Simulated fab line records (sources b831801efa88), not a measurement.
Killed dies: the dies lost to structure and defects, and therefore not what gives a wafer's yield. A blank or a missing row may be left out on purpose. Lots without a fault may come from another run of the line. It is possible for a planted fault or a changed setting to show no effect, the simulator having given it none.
fab line records	flow sky130
[record] lots = 5	wafers = 15	last_day = 50
route steps=708 shown FIELD_ISO@19 NWELL@32 DNWELL@35 PWDE@45 SALICIDE@361 PAD_OPEN@708
lots that met no fault: from a run of the same line without faults
start_h: start of the lot's first displayed wafer, in hours after the record's first day	wait_h: time in hours since the lot's previous step	" repeats the value in the row above	L1.1+2: a single row standing in for several wafers	- value missing, or start not given	* or withheld: withheld	< > ~ a bound
route shown NAME@n: a module of which the file shows steps, and the number in the route of the first	usual: the fault-free wafers' mean and standard deviation	same: alike in all rows	chamber/n: place in a boat	sites: each site's reading	_std_site: how widely they spread, as a standard deviation	_edge_site: mean of outer sites minus mean of inner sites	radius_mm: for every site, how far away it sits from the centre of the wafer	mask NAME#n: copy n	behind: the last tool/chamber to shape the wafer	hold: cause of the lot's hold/its duration in hours/its outcome	device: transistor that didn't switch, given as n, p or np	end of line: the tests these same wafers got at the end of their route	where a step has no rows: the recipe by itself	killed: at the first sort, the dies lost to defects and structure; wafer yield is something else	map: a wafer's dies, marking killed ones x, the rest . and places with no die _
set.NAME: the setting that was run; set.NAME@STEP: the one run at that earlier step	model.NAME: the simulator's own value behind a step, which no gauge read
lots seen at some steps along the route; tables by step, rows by wafer
services: a tool's chamber out of use, with start hour (start_h, from the record's first day; less than 0 if before it), hours out, and reason
[[steps]]
[step SKY_FIELD_ISO_WET_ETCH_18]
[recipe] chemistry = H3PO4	target_depth_nm = 25	temp_c = 160	target = Si3N4	time_s = 286
[step SKY_FIELD_ISO_CLEAN_19]
[recipe] chemistry = SC1/SC2	mix = 1:4:20	temp_c = 70	time_s = 150
[step SKY_FIELD_ISO_CLEAN_20]
[recipe] chemistry = dHF	time_s = 20	dilution = 100:1
[step SKY_FIELD_ISO_WET_ETCH_21]
[recipe] chemistry = dHF	dilution = 100:1	target_depth_nm = 20	dry = ipa_marangoni	target = SiO2	temp_c = 25	time_s = 400
[step SKY_FIELD_ISO_OXIDATION_22]
[recipe] temp_c = 950	ambient = O2	stabilise_s = 600	purge_s = 300	target_thk_a = 100	ox_time_s = 623
[step SKY_FIELD_ISO_THK_MEAS_23]
[recipe] reads = SiO2_of_FIELD_ISO_OXIDATION_22
[usual] FIELD_ISO_OXIDATION_01_THK = 10.06/0.19
lot.wafer	tool	chamber	start_h	wait_h	FIELD_ISO_OXIDATION_01_THK[nm]
L607.1	film_metro-03	-	51.67	0.0	10.04
L607.3	"	-	"	"	10.16
L607.6	"	-	"	"	10.11
L612.2	film_metro-01	-	78.12	0.0	9.90
L612.3	"	-	"	"	9.87
L612.4	"	-	"	"	10.01
L618.1	film_metro-01	-	108.84	0.0	10.28
L618.4	"	-	"	"	10.23
L618.5	"	-	"	"	10.13
L625.1	film_metro-02	-	149.62	0.0	10.15
L625.2	"	-	"	"	10.07
L625.4	"	-	"	"	10.07
L626.1	film_metro-03	-	150.80	0.0	10.16
L626.3	"	-	"	"	10.32
L626.5	"	-	"	"	9.88
[step SKY_FIELD_ISO_CVD_24]
[recipe] material = SiO2	target_thk_nm = 595	temp_c = 650	sigma_open_frac = 0.3	time_s = 99.2	sih4_flow_sccm = 60	pressure_mtorr = 6
[step SKY_FIELD_ISO_THK_MEAS_25]
[recipe] reads = SiO2_of_FIELD_ISO_CVD_24
[usual] FIELD_ISO_CVD_24_THK = 595/4.8
lot.wafer	tool	chamber	start_h	wait_h	FIELD_ISO_CVD_24_THK[nm]
L607.1	film_metro-01	-	51.80	0.0	595
L607.3	"	-	"	"	594
L607.6	"	-	"	"	588
L612.2	film_metro-02	-	78.25	0.0	601
L612.3	"	-	"	"	594
L612.4	"	-	"	"	601
L618.1	film_metro-02	-	109.00	0.1	597
L618.4	"	-	"	"	587
L618.5	"	-	"	"	590
L625.1	film_metro-01	-	149.75	0.0	594
L625.2	"	-	"	"	595
L625.4	"	-	"	"	593
L626.1	film_metro-02	-	150.93	0.0	594
L626.3	"	-	"	"	600
L626.5	"	-	"	"	596
[step SKY_FIELD_ISO_ANNEAL_26]
[recipe] temp_c = 1000	time_s = 1800	ambient = N2
[step SKY_FIELD_ISO_CMP_27]
[recipe] stop_on = Si3N4	t_overpolish_s = 16	down_force_psi = 4	platen_rpm = 60	target_thk_nm = 457.8	pad_velocity_m_s = 0.94248
[usual] motor_current_A = 12.4/1.1	overpolish_run_s = 16.000/0.0097	time_to_endpoint_s = 111/3.2
lot.wafer	tool	chamber	start_h	wait_h	motor_current_A	overpolish_run_s	time_to_endpoint_s
L607.3	cmp-02	3	53.41	0.1	13.2	16.013	114
L607.1	"	0	"	"	12.4	16.005	114
L607.6	"	2	"	"	13.4	15.991	112
L612.2	cmp-01	3	81.06	0.1	11.2	16.001	111
L612.4	"	0	"	"	11.6	16.017	107
L612.3	"	2	"	"	13.0	15.997	108
L618.1	cmp-02	0	110.61	0.1	12.2	15.990	109
L618.4	"	1	"	"	11.2	15.991	111
L618.5	"	3	"	"	12.8	15.995	110
L625.1	cmp-02	0	153.83	0.0	12.1	15.983	108
L625.4	"	2	"	"	13.4	16.001	114
L625.2	"	3	"	"	13.2	15.984	108
L626.1	cmp-01	1	153.88	0.1	14.6	16.021	108
L626.3	"	3	"	"	11.5	16.006	108
L626.5	"	1	"	"	13.5	15.987	110
[step SKY_FIELD_ISO_WET_ETCH_28]
[recipe] chemistry = dHF	target_depth_nm = 23.7	target = SiO2	dilution = 10:1	temp_c = 25	time_s = 47
[step SKY_FIELD_ISO_WET_ETCH_29]
[recipe] chemistry = H3PO4	target_depth_nm = 160	target = Si3N4	temp_c = 160	time_s = 1825
[step SKY_FIELD_ISO_WET_ETCH_30]
[recipe] chemistry = dHF	target_depth_nm = 25	target = SiO2	dilution = 10:1	temp_c = 25	time_s = 50
[usual] run_length_s = 79/3.3
lot.wafer	tool	chamber	start_h	wait_h	run_length_s	model.SiO2_of_FIELD_ISO_CVD_24.thk_nm
L607.1	wet_bench-02	1	54.71	0.0	82	406.6
L607.3	"	1	"	"	82	406.3
L607.6	"	1	"	"	82	406.5
L612.2	wet_bench-04	0	82.41	0.0	75	403.7
L612.3	"	0	"	"	75	405.2
L612.4	"	0	"	"	75	403.7
L618.1	wet_bench-04	3	111.40	0.0	58	419.2
L618.4	"	3	"	"	58	419.6
L618.5	"	3	"	"	58	418.6
L625.1	wet_bench-02	0	154.66	0.0	83	404.2
L625.2	"	0	"	"	83	405.9
L625.4	"	0	"	"	83	405.2
L626.1	wet_bench-02	0	154.66	0.0	83	403.7
L626.3	"	0	"	"	83	403.7
L626.5	"	0	"	"	83	404.9
[step SKY_NWELL_CLEAN_00]
[recipe] chemistry = SC1/SC2	mix = 1:4:20	temp_c = 70	time_s = 150	dry = n2_spin
[step SKY_NWELL_OXIDATION_01]
[recipe] temp_c = 900	ambient = O2	stabilise_s = 600	purge_s = 300	target_thk_a = 100	ox_time_s = 1418
[step SKY_NWELL_THK_MEAS_02]
[recipe] reads = SiO2_of_NWELL_OXIDATION_01
[usual] NWELL_OXIDATION_THK = 10.03/0.2
lot.wafer	tool	chamber	start_h	wait_h	NWELL_OXIDATION_THK[nm]
L607.1	film_metro-04	-	56.25	0.0	10.18
L607.3	"	-	"	"	10.11
L607.6	"	-	"	"	10.18
L612.2	film_metro-04	-	83.88	0.0	9.69
L612.3	"	-	"	"	9.67
L612.4	"	-	"	"	9.66
L618.1	film_metro-03	-	114.65	0.0	10.21
L618.4	"	-	"	"	10.13
L618.5	"	-	"	"	10.02
L625.1	film_metro-03	-	156.63	0.0	10.04
L625.2	"	-	"	"	10.07
L625.4	"	-	"	"	10.27
L626.1	film_metro-04	-	156.63	0.0	10.26
L626.3	"	-	"	"	10.28
L626.5	"	-	"	"	10.19
[step SKY_DNWELL_DEHYDRATE_00]
[recipe] temp_c = 200	time_s = 60
[step SKY_DNWELL_HMDS_01]
[recipe] prime_time_s = 60	prime_temp_c = 120
[step SKY_DNWELL_COAT_02]
[recipe] spin_rpm = 2000	resist_thk_nm = 3000
[step SKY_DNWELL_SOFTBAKE_03]
[recipe] temp_c = 110	time_s = withheld
[step SKY_DNWELL_EXPOSE_04]
[recipe] mask_id = DNM	na = 0.57	target_cd_nm = 3000	dose_mj = 222
[step SKY_DNWELL_PEB_05]
[recipe] temp_c = 115	time_s = withheld
[step SKY_DNWELL_DEVELOP_06]
[recipe] wall_angle_deg = 90	developer = TMAH	develop_time_s = 60	dev_temp_c = 23
[step SKY_DNWELL_IMPLANT_07]
[recipe] species = P	energy_kev = withheld	dose_cm2 = withheld	tilt_deg = withheld
[step SKY_DNWELL_STRIP_08]
[recipe] chemistry = O2/N2	power_w = 1400	pressure_mtorr = 1500	platen_temp_c = withheld	o2_flow_sccm = 3000	n2_flow_sccm = 300	overash_fraction = 0.5
[usual] drypump_motor_current_A = 5.8/0.39	o2_flow_sccm = 3000/7.9	oes_product_au = 0.722/0.0048	strip_time_to_endpoint_s = 36.92/0.086
lot.wafer	tool	chamber	start_h	wait_h	drypump_motor_current_A	o2_flow_sccm	oes_product_au	rf_hours_counter_h	strip_time_to_endpoint_s
L607.1	plasma_asher-02	1	72.64	0.1	6.0	3011	0.717	39	36.91
L607.3	"	1	"	"	6.0	3000	0.728	-	36.80
L607.6	"	1	"	"	6.0	3005	0.725	-	36.85
L612.2	plasma_asher-01	0	101.65	0.1	6.2	2997	0.720	29	36.85
L612.3	"	0	"	"	6.2	2989	0.730	-	36.87
L612.4	"	1	"	"	5.6	3004	0.718	-	36.87
L618.1	plasma_asher-04	0	131.57	0.1	5.8	3007	0.730	45	37.00
L618.4	"	0	"	"	5.8	3002	0.714	-	36.95
L618.5	"	0	"	"	5.8	3015	0.721	-	36.99
L625.1	plasma_asher-02	1	176.57	0.1	6.0	3006	0.722	6	36.93
L625.2	"	0	"	"	5.8	2997	0.728	6	36.96
L625.4	"	0	"	"	5.8	3008	0.727	-	36.97
L626.1	plasma_asher-01	1	176.85	0.1	5.6	2994	0.729	35	36.76
L626.3	"	1	"	"	5.6	2995	0.713	-	36.85
L626.5	"	0	"	"	6.2	3002	0.722	-	36.91
[step SKY_DNWELL_TW_MEAS_09]
[usual] DNWELL_TW = 1111/11
lot.wafer	tool	chamber	start_h	wait_h	DNWELL_TW
L607.1	film_metro-03	-	72.74	0.1	1097
L607.3	"	-	"	"	1102
L607.6	"	-	"	"	1111
L612.2	film_metro-02	-	101.76	0.1	1101
L612.3	"	-	"	"	1110
L612.4	"	-	"	"	1104
L618.1	film_metro-02	-	131.67	0.1	1116
L618.4	"	-	"	"	1108
L618.5	"	-	"	"	1118
L625.1	film_metro-03	-	176.67	0.1	1106
L625.2	"	-	"	"	1102
L625.4	"	-	"	"	1107
L626.1	film_metro-02	-	176.95	0.1	1110
L626.3	"	-	"	"	1108
L626.5	"	-	"	"	1113
[step SKY_PWDE_DEHYDRATE_00]
[recipe] temp_c = 200	time_s = 60
[step SKY_PWDE_HMDS_01]
[recipe] prime_time_s = 60	prime_temp_c = 120
[step SKY_PWDE_COAT_02]
[recipe] spin_rpm = 1975	resist_thk_nm = 3000
[step SKY_PWDE_SOFTBAKE_03]
[recipe] temp_c = 110	time_s = withheld
[step SKY_PWDE_EXPOSE_04]
[recipe] mask_id = PWDEM	na = 0.6	source_shape = conventional	sigma_outer = 0.6	polarization = unpolarized	target_cd_nm = 840	dose_mj = 214
[step SKY_PWDE_PEB_05]
[recipe] temp_c = 115	time_s = withheld
[step SKY_PWDE_DEVELOP_06]
[recipe] wall_angle_deg = 90	developer = TMAH	develop_time_s = 60	dev_temp_c = 23
[step SKY_PWDE_OVL_MEAS_07]
[usual] PWDE_OVL = -0.4/1.5
lot.wafer	tool	chamber	start_h	wait_h	PWDE_OVL[nm]
L607.1	overlay-02	-	89.22	-	-1.4
L607.3	"	-	"	"	-0.4
L607.6	"	-	"	"	0.4
L612.2	overlay-02	-	119.71	-	-2.1
L612.3	"	-	"	"	-1.5
L612.4	"	-	"	"	1.1
L618.1	overlay-01	-	150.67	-	0.8
L618.4	"	-	"	"	0.7
L618.5	"	-	"	"	0.8
L625.1	overlay-01	-	197.75	-	1.8
L625.2	"	-	"	"	1.0
L625.4	"	-	"	"	1.4
L626.1	overlay-01	-	198.70	-	1.9
L626.3	"	-	"	"	-0.2
L626.5	"	-	"	"	1.0
[step SKY_PWDE_IMPLANT_08]
[recipe] species = B	energy_kev = 150	dose_cm2 = 3.6e+12	tilt_deg = withheld
[step SKY_PWDE_STRIP_09]
[recipe] chemistry = O2/N2	power_w = 1400	pressure_mtorr = 1500	platen_temp_c = withheld	o2_flow_sccm = 3000	n2_flow_sccm = 300	overash_fraction = 0.5
[usual] drypump_motor_current_A = 5.90/0.3	o2_flow_sccm = 3000/8.6	oes_product_au = 0.723/0.0047	strip_time_to_endpoint_s = 37.13/0.13
lot.wafer	tool	chamber	start_h	wait_h	drypump_motor_current_A	o2_flow_sccm	oes_product_au	rf_hours_counter_h	strip_time_to_endpoint_s
L607.1	plasma_asher-03	0	89.41	0.1	5.56	2995	0.731	41	37.04
L607.3	"	0	"	"	5.54	2989	0.726	-	37.00
L607.6	"	1	"	"	6.34	3000	0.714	-	37.03
L612.2	plasma_asher-02	0	119.89	0.1	5.77	3000	0.715	0	37.30
L612.3	"	0	"	"	5.76	2997	0.731	-	37.28
L612.4	"	1	"	"	6.06	2994	0.717	-	37.24
L618.1	plasma_asher-02	1	150.86	0.1	6.06	2999	0.719	3	37.29
L618.4	"	1	"	"	6.06	2998	0.724	-	37.26
L618.5	"	0	"	"	5.80	2994	0.724	-	37.18
L625.1	plasma_asher-03	1	197.94	0.1	6.34	3003	0.730	52	37.36
L625.2	"	0	"	"	5.54	3010	0.727	52	37.38
L625.4	"	1	"	"	6.32	2992	0.719	-	37.26
L626.1	plasma_asher-01	1	198.89	0.1	5.56	3012	0.732	37	37.15
L626.3	"	0	"	"	6.18	2995	0.717	-	37.13
L626.5	"	0	"	"	6.15	2999	0.726	-	37.13
[step SKY_PWDE_TW_MEAS_10]
[usual] PWDE_TW = 375/3.5
lot.wafer	tool	chamber	start_h	wait_h	PWDE_TW
L607.1	film_metro-04	-	89.51	0.1	376
L607.3	"	-	"	"	374
L607.6	"	-	"	"	376
L612.2	film_metro-04	-	120.00	0.1	378
L612.3	"	-	"	"	378
L612.4	"	-	"	"	379
L618.1	film_metro-02	-	150.99	0.1	374
L618.4	"	-	"	"	373
L618.5	"	-	"	"	373
L625.1	film_metro-04	-	198.04	0.1	381
L625.2	"	-	"	"	377
L625.4	"	-	"	"	377
L626.1	film_metro-02	-	198.99	0.1	374
L626.3	"	-	"	"	375
L626.5	"	-	"	"	374
[step SKY_NWELL_DEHYDRATE_03]
[recipe] temp_c = 200	time_s = 60
[step SKY_NWELL_HMDS_04]
[recipe] prime_time_s = 60	prime_temp_c = 120
[step SKY_NWELL_COAT_05]
[recipe] spin_rpm = 2000	resist_thk_nm = 3000
[step SKY_NWELL_SOFTBAKE_06]
[recipe] temp_c = 110	time_s = withheld
[step SKY_NWELL_EXPOSE_07]
[recipe] mask_id = NWM	na = 0.6	source_shape = conventional	sigma_outer = 0.6	polarization = unpolarized	target_cd_nm = 840	dose_mj = 255
[step SKY_SALICIDE_CLEAN_00]
[recipe] chemistry = HF-last	time_s = 30	dilution = 100:1	dry = ipa_marangoni
lot.wafer	tool	chamber	start_h	wait_h	model.SiO2_of_FIELD_ISO_CVD_24.thk_nm
L607.1	wet_bench-04	0	684.05	0.1	360.2
L607.3	"	0	"	"	359.8
L607.6	"	0	"	"	360
L612.2	wet_bench-02	1	720.35	0.1	357.6
L612.3	"	1	"	"	359.1
L612.4	"	1	"	"	357.7
L618.1	wet_bench-04	2	770.10	0.1	372.9
L618.4	"	2	"	"	373.3
L618.5	"	2	"	"	372.3
L626.1	wet_bench-01	2	851.42	0.1	357.5
L626.3	"	2	"	"	357.6
L626.5	"	2	"	"	358.6
L625.1	wet_bench-04	0	853.22	0.1	357.9
L625.2	"	0	"	"	359.6
L625.4	"	0	"	"	359
[step SKY_PAD_OPEN_PROBE_99]
[usual] killed_at_M0_to_M3 = 45/7.9	killed_at_M4_up = 2.9/1.8	killed_at_contacts = 25/5.5	killed_at_front_end = 16/4.4	killed_at_other = 0.3/0.58	killed_dies = 89/9.4	killed_open = 49/6.8	killed_short = 40/6.3
[same] gross_dies = 492	killed_at_back_side = 0
lot.wafer	tool	chamber	start_h	wait_h	killed_at_M0_to_M3	killed_at_M4_up	killed_at_contacts	killed_at_front_end	killed_at_other	killed_dies	killed_open	killed_short	model.etest.res_p_drift_20v.line_ohm_um	model.etest.res_p_drift_20v.rs_ohm_sq	model.etest.pfet_16v.r_on_ohm_um	model.etest.res_iso_pwell.rs_ohm_sq	model.etest.res_iso_pwell.line_ohm_um	model.etest.res_nwell.line_ohm_um	model.etest.res_nwell.rs_ohm_sq	model.etest.pfet_16v.drive_ua_um
L607.1	prober-02	-	1099.96	0.1	40	2	17	26	0	85	44	41	1.073e+04	9038	1.488e+04	2881	1090	1152	944.6	248.9
L607.3	prober-02	-	1100.06	0.2	57	4	31	14	2	108	58	48	1.075e+04	8975	1.466e+04	2849	1055	1128	930.9	254.3
L607.6	prober-02	-	1100.21	0.2	58	4	18	13	0	93	42	51	1.085e+04	9140	1.489e+04	2900	1095	1138	946.1	252.4
L612.2	prober-02	-	1128.49	0.1	33	5	25	13	1	77	39	38	1.073e+04	8837	1.522e+04	3380	1288	1087	921.5	251
L612.3	prober-02	-	1128.54	0.2	66	5	24	12	0	107	49	58	1.059e+04	8763	1.525e+04	3368	1277	1087	918.9	249.4
L612.4	prober-02	-	1128.59	0.2	46	3	25	13	0	87	48	39	1.065e+04	8743	1.516e+04	3400	1287	1072	915.8	251.1
L618.1	prober-01	-	1159.01	0.1	47	3	30	16	1	97	52	44	1.293e+04	1.108e+04	1.632e+04	3783	1410	1298	1113	234.8
L618.4	prober-01	-	1159.16	0.2	45	3	20	21	0	89	42	46	1.314e+04	1.113e+04	1.614e+04	3834	1429	1328	1112	234.5
L618.5	prober-01	-	1159.21	0.2	38	3	24	13	0	78	37	41	1.294e+04	1.096e+04	1.632e+04	3760	1430	1307	1108	232
L626.1	prober-01	-	1209.52	0.1	39	3	30	18	0	90	47	43	1.068e+04	8882	1.484e+04	3004	1123	1139	947.7	251.6
L626.3	prober-01	-	1209.62	0.2	46	4	29	12	0	91	47	44	1.095e+04	9040	1.496e+04	3093	1157	1128	951.8	249.9
L626.5	prober-01	-	1209.72	0.2	53	3	22	12	0	90	45	45	1.078e+04	8920	1.497e+04	3024	1142	1147	950.4	247.7
L625.1	prober-02	-	1210.83	0.1	39	1	25	19	0	84	46	38	1.161e+04	9756	1.548e+04	3207	1229	1191	1000	242.2
L625.2	prober-02	-	1210.88	0.1	41	3	37	10	0	91	48	43	1.165e+04	9644	1.528e+04	3196	1187	1183	995.8	246.1
L625.4	prober-02	-	1210.98	0.2	56	2	26	19	0	103	63	39	1.148e+04	9616	1.525e+04	3147	1188	1171	987.2	244.1
// killed by level:class
L607.1 VIA2:geometric_particle:open=10 POLY_GATE:geometric_particle:short=6 POLY_GATE:geometric_particle:open=6 CONTACT:geometric_particle:open=6 METAL1:geometric_particle:short=6 VIA3:geometric_particle:open=5 METAL2:geometric_particle:short=5 SPACER:geometric_particle:open=4
L607.3 VIA1:geometric_particle:open=16 CONTACT:geometric_particle:open=13 METAL2:geometric_particle:short=8 LI_CONTACT:geometric_particle:open=7 LOCAL_INTERCONNECT:geometric_particle:short=6 VIA2:geometric_particle:open=6 VIA3:geometric_particle:open=6 VIA1:geometric_particle:short=6
L607.6 VIA1:geometric_particle:open=12 VIA2:geometric_particle:open=10 METAL2:geometric_particle:short=8 LOCAL_INTERCONNECT:geometric_particle:short=7 CONTACT:geometric_particle:open=6 VIA1:geometric_particle:short=6 METAL1:geometric_particle:short=5 VIA2:geometric_particle:short=5
L612.2 CONTACT:geometric_particle:open=10 FIELD_ISO:geometric_particle:open=5 LI_CONTACT:geometric_particle:open=5 CONTACT:geometric_particle:short=5 METAL1:geometric_particle:short=5 VIA1:geometric_particle:short=5 FIELD_ISO:geometric_particle:short=4 LOCAL_INTERCONNECT:geometric_particle:short=4
L612.3 VIA1:geometric_particle:open=13 METAL1:geometric_particle:short=11 METAL2:geometric_particle:short=9 VIA3:geometric_particle:open=9 CONTACT:geometric_particle:short=8 LI_CONTACT:geometric_particle:open=7 CONTACT:geometric_particle:open=6 VIA1:geometric_particle:short=6
L612.4 CONTACT:geometric_particle:open=10 LI_CONTACT:geometric_particle:open=7 CONTACT:geometric_particle:short=7 VIA1:geometric_particle:open=7 VIA3:geometric_particle:open=7 METAL1:geometric_particle:short=5 VIA2:geometric_particle:open=5 FIELD_ISO:geometric_particle:short=4
L618.1 VIA1:geometric_particle:open=13 CONTACT:geometric_particle:open=12 LI_CONTACT:geometric_particle:open=9 VIA3:geometric_particle:open=7 METAL2:geometric_particle:short=6 VIA3:geometric_particle:short=6 CONTACT:geometric_particle:short=5 VIA1:geometric_particle:short=5
L618.4 VIA3:geometric_particle:open=9 VIA1:geometric_particle:open=8 CONTACT:geometric_particle:open=8 VIA1:geometric_particle:short=7 CONTACT:geometric_particle:short=6 FIELD_ISO:geometric_particle:short=5 POLY_GATE:geometric_particle:short=5 METAL1:geometric_particle:short=4
L618.5 CONTACT:geometric_particle:open=13 VIA1:geometric_particle:short=7 VIA1:geometric_particle:open=7 CONTACT:geometric_particle:short=6 METAL1:geometric_particle:short=5 POLY_GATE:geometric_particle:open=4 LOCAL_INTERCONNECT:geometric_particle:short=4 METAL2:geometric_particle:short=4
L626.1 VIA1:geometric_particle:open=15 CONTACT:geometric_particle:open=8 POLY_GATE:geometric_particle:short=7 LI_CONTACT:geometric_particle:open=6 CONTACT:geometric_particle:short=6 LOCAL_INTERCONNECT:geometric_particle:short=5 METAL1:geometric_particle:short=5 LI_CONTACT:geometric_particle:short=4
L626.3 CONTACT:geometric_particle:open=9 VIA3:geometric_particle:open=8 LI_CONTACT:geometric_particle:open=7 METAL2:geometric_particle:short=7 FIELD_ISO:geometric_particle:short=6 VIA1:geometric_particle:open=5 LOCAL_INTERCONNECT:geometric_particle:open=4 LOCAL_INTERCONNECT:geometric_particle:short=4
L626.5 VIA1:geometric_particle:open=10 VIA2:geometric_particle:short=7 VIA2:geometric_particle:open=7 LOCAL_INTERCONNECT:geometric_particle:short=6 METAL3:geometric_particle:short=6 LI_CONTACT:geometric_particle:open=5 CONTACT:geometric_particle:open=5 VIA1:geometric_particle:short=5
L625.1 FIELD_ISO:geometric_particle:open=10 CONTACT:geometric_particle:open=8 METAL1:geometric_particle:short=7 LI_CONTACT:geometric_particle:open=6 VIA2:geometric_particle:open=6 VIA1:geometric_particle:open=6 FIELD_ISO:geometric_particle:short=5 CONTACT:geometric_particle:short=5
L625.2 VIA1:geometric_particle:open=14 CONTACT:geometric_particle:open=12 LOCAL_INTERCONNECT:geometric_particle:short=9 LI_CONTACT:geometric_particle:short=6 LI_CONTACT:geometric_particle:open=6 METAL1:geometric_particle:short=5 VIA3:geometric_particle:short=5 VIA3:geometric_particle:open=5
L625.4 VIA1:geometric_particle:open=21 LI_CONTACT:geometric_particle:open=10 VIA3:geometric_particle:open=7 CONTACT:geometric_particle:open=7 CONTACT:geometric_particle:short=5 FIELD_ISO:geometric_particle:short=4 FIELD_ISO:geometric_particle:open=4 POLY_GATE:geometric_particle:short=4
[[services]]
tool	chamber	start_h	hours	kind
plasma_asher-02	-	50.92	12.2	repair
plasma_asher-02	-	63.09	2.8	pm
cmp-02	-	65.24	4.0	pm
cmp-02	-	79.00	5.2	pm
cmp-02	-	85.07	0.4	repair
plasma_asher-02	-	108.75	9.0	pm
wet_bench-02	-	126.38	1.0	repair
plasma_asher-02	-	137.03	0.9	repair
plasma_asher-01	-	143.17	5.7	repair
plasma_asher-01	-	149.24	7.1	repair
cmp-02	-	194.90	2.0	repair
cmp-02	-	197.40	1.3	repair
plasma_asher-01	-	210.37	3.9	repair
cmp-02	-	243.80	0.8	repair
cmp-02	-	311.11	1.3	repair
cmp-02	-	322.05	1.0	repair
cmp-02	-	348.35	5.7	pm
cmp-02	-	405.24	4.0	pm
cmp-02	-	438.43	4.5	repair
cmp-02	-	447.13	2.7	repair
wet_bench-04	-	595.95	3.2	repair
wet_bench-04	-	615.31	4.4	pm
plasma_asher-02	-	682.94	0.7	repair
plasma_asher-02	-	689.13	0.6	repair
[[key]]
[first_sign] step = SKY_FIELD_ISO_WET_ETCH_30	reading = run_length_s	direction = down	sigmas = 6.3	usual = *	struck = *
effect none on later readings
[model_effect] step = SKY_FIELD_ISO_WET_ETCH_30	value = SiO2_of_FIELD_ISO_CVD_24.thk_nm	without = 404.7	struck = 419.1
[model_effect] step = SKY_SALICIDE_CLEAN_00	value = SiO2_of_FIELD_ISO_CVD_24.thk_nm	without = 358.4	struck = 372.8
[model_effect] step = SKY_PAD_OPEN_PROBE_99	value = etest.res_p_drift_20v.line_ohm_um	without = 1.166e+04	struck = 1.3e+04
met_at SKY_FIELD_ISO_WET_ETCH_30
struck_wafers L618.1,L618.4,L618.5
tester_left_out L618
[fault] kind = process_parameter_drift	tool = wet_bench-04	chamber = 3	onset_h = 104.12	steps = SKY_FIELD_ISO_WET_ETCH_30	channel = time_s	offset = *	shape = step	end_h = 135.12	acts_in = *	stated = *
// tester_left_out: of these lots the tester's yield and bins aren't shown, on N5 and GAA mostly nor the transistor test; their killed dies are dies lost to structure and defects alone, not to doping, threshold or leakage, so they don't give the yield
